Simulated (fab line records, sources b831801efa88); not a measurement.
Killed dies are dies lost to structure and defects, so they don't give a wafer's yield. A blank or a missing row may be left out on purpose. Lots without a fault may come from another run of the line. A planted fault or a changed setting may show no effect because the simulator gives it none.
Chamber matching | flow sky130 | SKY_VIA2_CMP_24 on cmp-02: 4 sister chambers
The step polishes, stops on SiO2, t overpolish 20 s, target thk 0 nm. 16 wafers are shown with their chamber, then 8 later ones without.

WAFERS WITH THEIR CHAMBER
wafer  | chamber | motor_current_A (A) | time_to_endpoint_s (s) | overpolish_run_s (s)
L997.1 | 2       | 14.1                | 94                     | 20.005
L997.2 | 0       | 11.1                | 95                     | 20.003
L997.5 | 3       | 13.1                | 103                    | 19.999
L998.2 | 3       | 13.1                | 105                    | 20.017
L998.3 | 2       | 14.0                | 99                     | 20.006
L998.4 | 1       | 9.9                 | 105                    | 20.009
L999.2 | 1       | 9.6                 | 103                    | 19.996
L999.4 | 0       | 11.0                | 95                     | 20.000
L999.5 | 3       | 13.0                | 104                    | 20.000
L100.2 | 0       | 11.8                | 88                     | 19.999
L100.3 | 3       | 12.5                | 99                     | 19.995
L100.5 | 2       | 13.8                | 93                     | 19.996
L101.2 | 0       | 10.6                | 91                     | 20.001
L101.3 | 2       | 14.1                | 95                     | 20.016
L101.5 | 0       | 10.6                | 91                     | 20.000
L103.3 | 0       | 10.9                | 89                     | 20.005

SIGNATURES (means of the wafers above)
reading            | chamber 0 | chamber 1 | chamber 2 | chamber 3 | scatter within a chamber
motor_current_A    | 11.000    | 9.750     | 14.000    | 12.925    | 0.333
time_to_endpoint_s | 91.50     | 104.00    | 95.25     | 102.75    | 2.69
overpolish_run_s   | 20.00133  | 20.00250  | 20.00575  | 20.00275  | 0.00704
Rule: a wafer's distance from a chamber is the root of the sum, over the readings, of the square of ((its reading less the chamber's mean) divided by the reading's scatter). The wafer belongs to the nearest chamber; if the next one is less than 2 further off, it can't be placed. The scatter: the root of (the sum of the squares of (reading less its chamber's mean) over the shown wafers, divided by (wafers less chambers)).

WAFERS WITHOUT THEIR CHAMBER
wafer  | motor_current_A (A) | time_to_endpoint_s (s) | overpolish_run_s (s)
L103.4 | 14.8                | 96                     | 20.003
L103.5 | 13.1                | 104                    | 20.028
L115.1 | 10.7                | 96                     | 19.992
L115.2 | 12.4                | 108                    | 19.997
L115.4 | 9.1                 | 108                    | 19.989
L120.2 | 14.4                | 95                     | 19.995
L120.3 | 9.5                 | 103                    | 19.982
L120.4 | 10.8                | 90                     | 20.006

WHICH CHAMBER EACH WENT THROUGH
wafer  | from the rows above     | in truth
L103.4 | 2                       | 2
L103.5 | can't be placed: 3 or 2 | 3
L115.1 | 0                       | 0
L115.2 | 3                       | 3
L115.4 | 1                       | 1
L120.2 | 2                       | 2
L120.3 | 1                       | 1
L120.4 | 0                       | 0
Placed correctly: 7 of 8. Can't be placed from these rows: 1 (the true chamber is among the candidates in 1). Placed wrongly: 0.
